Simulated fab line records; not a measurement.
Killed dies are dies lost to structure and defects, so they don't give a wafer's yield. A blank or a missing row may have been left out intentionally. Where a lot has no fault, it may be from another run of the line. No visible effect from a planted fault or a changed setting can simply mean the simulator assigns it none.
fab line records -- flow sky130
[record] lots = 13, wafers = 39, lastDay = 50
route steps=708 shown NWELL@64 CONTACT@421 VIA1@478
lots with no fault: from the same line, run without faults
startH: the number of hours between the record's first day and the start of the first shown wafer of the lot -- waitH: hours from the lot's prior step to this one -- " same as the row above -- L1.1+2: a single row standing in for several wafers -- - no value, or no start given -- * or withheld: withheld -- < > ~ a bound
route shown NAME@n: names a module that has steps shown in the file, with the first one's number in the route -- usual: mean/standard deviation of fault-free wafers -- same: alike in all rows -- chamber/n: place in a boat -- sites: the reading at each site -- _std_site: the values' standard deviation -- _edge_site: inner sites' mean taken away from outer sites' mean -- radiusMm: how far each site lies from the wafer's centre -- mask NAME#n: copy n -- behind: the most recent tool/chamber to have shaped the wafer -- hold: why the lot went on hold/how many hours it stayed there/how the hold came to an end -- device: whichever transistor did not switch (one of n, p or np) -- end of line: the tests these same wafers got at the end of their route -- a step without rows: its recipe alone -- killed: the dies lost at the first sort to structure and to defects; this is not the yield of the wafer -- map: dies across one wafer; x = killed, . = not, _ = none there
set.NAME: the run value of the setting; set.NAME@STEP: its run value at that earlier step -- model.NAME: the simulator's own value behind a step, which no gauge read
one table for each step of the route and one row for each wafer, over a sample of lots
services: the hour from which a tool's chamber was out of use, counted from the record's first day as startH (under 0 if before that day), plus the number of hours and why
[[steps]]
[step SKY_NWELL_IMPLANT_11]
[recipe] species = P, energyKev = 400, doseCm2 = 1.9e+13, tiltDeg = withheld
[usual] beamEnergyKeV = 400.02/0.12
lot.wafer,tool,chamber,startH,waitH,beamEnergyKeV
L462.1,implanter-01,0,91.23,0.0,400.09
L462.2,implanter-01,0,91.23,0.0,400.10
L462.4,implanter-01,0,91.23,0.0,400.07
L463.1,implanter-04,0,95.93,0.0,399.90
L463.3,implanter-04,0,95.93,0.0,400.07
L463.6,implanter-04,0,95.93,0.0,400.06
L464.1,implanter-02,0,101.48,0.0,399.96
L464.5,implanter-02,0,101.48,0.0,399.74
L464.6,implanter-02,0,101.48,0.0,400.18
L465.1,implanter-01,0,108.08,0.0,400.05
L465.3,implanter-01,0,108.08,0.0,400.08
L465.6,implanter-01,0,108.08,0.0,400.25
L466.3,implanter-04,0,112.98,0.1,400.01
L466.4,implanter-04,0,112.98,0.1,399.83
L466.6,implanter-04,0,112.98,0.1,400.04
L467.1,implanter-02,0,119.03,0.0,400.05
L467.3,implanter-02,0,119.03,0.0,400.06
L467.4,implanter-02,0,119.03,0.0,399.82
L469.3,implanter-01,0,131.13,0.1,399.96
L469.4,implanter-01,0,131.13,0.1,400.10
L469.6,implanter-01,0,131.13,0.1,399.92
L476.1,implanter-02,0,179.98,0.0,375.24
L476.3,implanter-02,0,179.98,0.0,375.29
L476.5,implanter-02,0,179.98,0.0,375.31
L478.3,implanter-02,0,189.28,0.1,375.39
L478.5,implanter-02,0,189.28,0.1,375.51
L478.6,implanter-02,0,189.28,0.1,375.60
L481.1,implanter-01,0,201.42,0.0,400.15
L481.4,implanter-01,0,201.42,0.0,399.87
L481.6,implanter-01,0,201.42,0.0,399.92
L482.2,implanter-04,0,209.75,0.0,399.99
L482.3,implanter-04,0,209.75,0.0,400.05
L482.6,implanter-04,0,209.75,0.0,399.94
L483.2,implanter-01,0,213.30,0.0,399.99
L483.3,implanter-01,0,213.30,0.0,399.98
L483.6,implanter-01,0,213.30,0.0,400.08
L484.1,implanter-04,0,222.83,0.0,400.00
L484.4,implanter-04,0,222.83,0.0,399.82
L484.6,implanter-04,0,222.83,0.0,399.93
[step SKY_NWELL_RS_MEAS_29]
[recipe] thkMeasGauge = four-point-probe
[usual] NWELL_RS = 624.5/1.3
lot.wafer,tool,chamber,startH,waitH,NWELL_RS[ohm/sq]
L462.1,filmMetro-02,-,109.99,0.1,626.2
L462.2,filmMetro-02,-,109.99,0.1,625.1
L462.4,filmMetro-02,-,109.99,0.1,625.1
L463.1,filmMetro-01,-,114.89,0.1,623.2
L463.3,filmMetro-01,-,114.89,0.1,622.7
L463.6,filmMetro-01,-,114.89,0.1,624.2
L464.1,filmMetro-02,-,120.44,0.1,625.5
L464.5,filmMetro-02,-,120.44,0.1,623.8
L464.6,filmMetro-02,-,120.44,0.1,625.0
L465.1,filmMetro-02,-,127.84,0.1,624.7
L465.3,filmMetro-02,-,127.84,0.1,623.4
L465.6,filmMetro-02,-,127.84,0.1,622.4
L466.3,filmMetro-01,-,131.94,0.1,624.6
L466.4,filmMetro-01,-,131.94,0.1,625.1
L466.6,filmMetro-01,-,131.94,0.1,624.0
L467.1,filmMetro-02,-,138.09,0.1,625.8
L467.3,filmMetro-02,-,138.09,0.1,623.3
L467.4,filmMetro-02,-,138.09,0.1,624.1
L469.3,filmMetro-02,-,152.08,0.1,625.5
L469.4,filmMetro-02,-,152.08,0.1,624.8
L469.6,filmMetro-02,-,152.08,0.1,624.0
L476.1,filmMetro-02,-,202.24,0.1,634.0
L476.3,filmMetro-02,-,202.24,0.1,635.0
L476.5,filmMetro-02,-,202.24,0.1,633.2
L478.3,filmMetro-02,-,211.33,0.1,633.7
L478.5,filmMetro-02,-,211.33,0.1,632.4
L478.6,filmMetro-02,-,211.33,0.1,633.4
L481.1,filmMetro-02,-,224.04,0.1,623.6
L481.4,filmMetro-02,-,224.04,0.1,622.5
L481.6,filmMetro-02,-,224.04,0.1,622.8
L482.2,filmMetro-03,-,232.61,0.1,626.9
L482.3,filmMetro-03,-,232.61,0.1,626.9
L482.6,filmMetro-03,-,232.61,0.1,627.3
L483.2,filmMetro-01,-,236.41,0.1,622.9
L483.3,filmMetro-01,-,236.41,0.1,625.8
L483.6,filmMetro-01,-,236.41,0.1,623.3
L484.1,filmMetro-03,-,246.54,0.1,623.8
L484.4,filmMetro-03,-,246.54,0.1,626.8
L484.6,filmMetro-03,-,246.54,0.1,623.4
[step SKY_CONTACT_OVL_MEAS_15]
[usual] CONTACT_OVL = -1/5.7
lot.wafer,tool,chamber,startH,waitH,CONTACT_OVL[nm]
L462.1,overlay-01,-,740.89,0.1,-1
L462.2,overlay-01,-,740.89,0.1,3
L462.4,overlay-01,-,740.89,0.1,-2
L463.1,overlay-01,-,745.46,0.1,1
L463.3,overlay-01,-,745.46,0.1,-5
L463.6,overlay-01,-,745.46,0.1,-3
L464.1,overlay-01,-,755.16,0.1,-4
L464.5,overlay-01,-,755.16,0.1,-9
L464.6,overlay-01,-,755.16,0.1,2
L465.1,overlay-01,-,763.34,0.1,-5
L465.3,overlay-01,-,763.34,0.1,5
L465.6,overlay-01,-,763.34,0.1,1
L466.3,overlay-01,-,765.12,0.1,-1
L466.4,overlay-01,-,765.12,0.1,-6
L466.6,overlay-01,-,765.12,0.1,-4
L467.1,overlay-02,-,778.29,0.1,-7
L467.3,overlay-02,-,778.29,0.1,-7
L467.4,overlay-02,-,778.29,0.1,-7
L469.3,overlay-01,-,794.95,0.1,7
L469.4,overlay-01,-,794.95,0.1,1
L469.6,overlay-01,-,794.95,0.1,1
L476.1,overlay-02,-,856.11,0.1,-6
L476.3,overlay-02,-,856.11,0.1,-1
L476.5,overlay-02,-,856.11,0.1,-9
L478.3,overlay-02,-,870.55,0.1,0
L478.5,overlay-02,-,870.55,0.1,-4
L478.6,overlay-02,-,870.55,0.1,4
L481.1,overlay-01,-,882.64,0.1,6
L481.4,overlay-01,-,882.64,0.1,-7
L481.6,overlay-01,-,882.64,0.1,5
L482.2,overlay-02,-,892.60,0.1,6
L482.3,overlay-02,-,892.60,0.1,0
L482.6,overlay-02,-,892.60,0.1,5
L483.2,overlay-02,-,898.95,0.1,0
L483.3,overlay-02,-,898.95,0.1,3
L483.6,overlay-02,-,898.95,0.1,4
L484.1,overlay-02,-,902.26,0.1,-2
L484.4,overlay-02,-,902.26,0.1,-1
L484.6,overlay-02,-,902.26,0.1,-10
[step SKY_CONTACT_THK_MEAS_26]
[recipe] thkMeasGauge = xrf, reads = W_of_CONTACT_CVD_24
[usual] CONTACT_W_THK = 345/7.4
lot.wafer,tool,chamber,startH,waitH,CONTACT_W_THK[nm]
L462.1,filmMetro-02,-,741.98,0.1,342
L462.2,filmMetro-02,-,741.98,0.1,350
L462.4,filmMetro-02,-,741.98,0.1,358
L463.1,filmMetro-04,-,746.59,0.1,345
L463.3,filmMetro-04,-,746.59,0.1,343
L463.6,filmMetro-04,-,746.59,0.1,356
L464.1,filmMetro-04,-,756.21,0.1,350
L464.5,filmMetro-04,-,756.21,0.1,340
L464.6,filmMetro-04,-,756.21,0.1,351
L465.1,filmMetro-02,-,764.43,0.1,332
L465.3,filmMetro-02,-,764.43,0.1,330
L465.6,filmMetro-02,-,764.43,0.1,333
L466.3,filmMetro-04,-,766.22,0.1,353
L466.4,filmMetro-04,-,766.22,0.1,346
L466.6,filmMetro-04,-,766.22,0.1,343
L467.1,filmMetro-01,-,779.58,0.1,336
L467.3,filmMetro-01,-,779.58,0.1,351
L467.4,filmMetro-01,-,779.58,0.1,335
L469.3,filmMetro-04,-,796.16,0.1,350
L469.4,filmMetro-04,-,796.16,0.1,337
L469.6,filmMetro-04,-,796.16,0.1,349
L476.1,filmMetro-04,-,857.21,0.1,349
L476.3,filmMetro-04,-,857.21,0.1,357
L476.5,filmMetro-04,-,857.21,0.1,342
L478.3,filmMetro-02,-,871.64,0.1,345
L478.5,filmMetro-02,-,871.64,0.1,338
L478.6,filmMetro-02,-,871.64,0.1,340
L481.1,filmMetro-04,-,883.76,0.1,340
L481.4,filmMetro-04,-,883.76,0.1,343
L481.6,filmMetro-04,-,883.76,0.1,355
L482.2,filmMetro-01,-,893.72,0.1,359
L482.3,filmMetro-01,-,893.72,0.1,346
L482.6,filmMetro-01,-,893.72,0.1,342
L483.2,filmMetro-04,-,900.11,0.1,351
L483.3,filmMetro-04,-,900.11,0.1,341
L483.6,filmMetro-04,-,900.11,0.1,337
L484.1,filmMetro-04,-,903.40,0.1,347
L484.4,filmMetro-04,-,903.40,0.1,342
L484.6,filmMetro-04,-,903.40,0.1,342
[step SKY_VIA1_SPUTTER_20]
[recipe] material = TiN, targetThkNm = 20, chamberPressurePa = 5, powerW = 4000, timeS = 80
[usual] throttleValvePct = 29.8/1
lot.wafer,tool,chamber,startH,waitH,throttleValvePct
L462.1,pvdSputter-01,-,798.79,0.0,30.1
L462.2,pvdSputter-01,-,798.79,0.0,29.2
L462.4,pvdSputter-01,-,798.79,0.0,30.1
L463.1,pvdSputter-04,-,801.38,0.0,28.9
L463.3,pvdSputter-04,-,801.38,0.0,31.8
L463.6,pvdSputter-04,-,801.38,0.0,30.2
L464.1,pvdSputter-01,-,813.13,0.0,30.1
L464.5,pvdSputter-01,-,813.13,0.0,30.2
L464.6,pvdSputter-01,-,813.13,0.0,30.9
L465.1,pvdSputter-02,-,820.31,0.0,29.2
L465.3,pvdSputter-02,-,820.31,0.0,30.8
L465.6,pvdSputter-02,-,820.31,0.0,30.5
L466.3,pvdSputter-02,-,822.50,0.0,30.6
L466.4,pvdSputter-02,-,822.50,0.0,29.1
L466.6,pvdSputter-02,-,822.50,0.0,28.4
L467.1,pvdSputter-02,-,833.57,0.0,30.5
L467.3,pvdSputter-02,-,833.57,0.0,28.8
L467.4,pvdSputter-02,-,833.57,0.0,28.6
L469.3,pvdSputter-02,-,852.42,0.0,28.5
L469.4,pvdSputter-02,-,852.42,0.0,30.6
L469.6,pvdSputter-02,-,852.42,0.0,29.1
L476.1,pvdSputter-01,-,910.64,0.0,30.4
L476.3,pvdSputter-01,-,910.64,0.0,29.0
L476.5,pvdSputter-01,-,910.64,0.0,30.2
L478.3,pvdSputter-04,-,924.58,0.0,30.6
L478.5,pvdSputter-04,-,924.58,0.0,30.0
L478.6,pvdSputter-04,-,924.58,0.0,32.0
L481.1,pvdSputter-01,-,935.98,0.0,30.3
L481.4,pvdSputter-01,-,935.98,0.0,29.2
L481.6,pvdSputter-01,-,935.98,0.0,30.4
L482.2,pvdSputter-04,-,945.08,0.0,30.6
L482.3,pvdSputter-04,-,945.08,0.0,30.2
L482.6,pvdSputter-04,-,945.08,0.0,32.1
L483.2,pvdSputter-04,-,950.80,0.0,30.2
L483.3,pvdSputter-04,-,950.80,0.0,30.5
L483.6,pvdSputter-04,-,950.80,0.0,29.9
L484.1,pvdSputter-02,-,960.48,0.0,29.4
L484.4,pvdSputter-02,-,960.48,0.0,28.6
L484.6,pvdSputter-02,-,960.48,0.0,30.6
[[services]]
tool,chamber,startH,hours,kind
implanter-04,-,69.04,1.7,repair
pvdSputter-02,-,75.26,1.4,repair
pvdSputter-01,-,96.24,4.0,repair
pvdSputter-04,-,104.68,2.2,repair
implanter-02,-,111.10,0.9,repair
implanter-04,-,130.90,5.0,repair
implanter-01,-,137.83,1.7,repair
pvdSputter-02,-,174.77,1.5,repair
pvdSputter-02,-,180.03,9.5,repair
implanter-01,-,210.95,1.1,repair
pvdSputter-04,-,218.87,3.5,repair
implanter-02,-,235.77,2.1,pm
implanter-01,-,316.55,1.1,repair
pvdSputter-02,-,372.91,110.0,repair
implanter-01,-,444.19,4.8,pm
implanter-01,-,514.82,0.7,repair
pvdSputter-02,-,566.59,5.9,repair
pvdSputter-02,-,569.63,0.5,repair
implanter-01,-,729.45,0.5,repair
pvdSputter-02,-,787.29,1.6,repair
implanter-01,-,869.93,9.6,pm
implanter-01,-,933.19,5.2,pm
pvdSputter-02,-,937.43,0.5,repair
implanter-01,-,947.82,0.9,repair
[[key]]
[firstSign] step = SKY_NWELL_IMPLANT_11, reading = beamEnergyKeV, direction = down, sigmas = 99+, usual = *, struck = *
[effect] step = SKY_NWELL_RS_MEAS_29, reading = NWELL_RS, direction = up, sigmas = 7.1, usual = 624.5, struck = 633.6
metAt SKY_NWELL_IMPLANT_11
struckLots L476,L478
testerLeftOut L476,L478
notActingAt SKY_CONTACT_OVL_MEAS_15,SKY_CONTACT_THK_MEAS_26,SKY_VIA1_SPUTTER_20
onsetBetween 119.03 179.98
[fault] kind = processParameterDrift, tool = implanter-02, chamber = -, onsetH = 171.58, steps = SKY_NWELL_IMPLANT_11, channel = energyKev, offset = *, shape = step, endH = 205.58, actsIn = *, stated = *
// testerLeftOut: of these lots the tester's yield and bins aren't shown, on N5 and GAA mostly nor the transistor test; their killed dies are dies lost to structure and defects alone, not to doping, threshold or leakage, so they don't give the yield
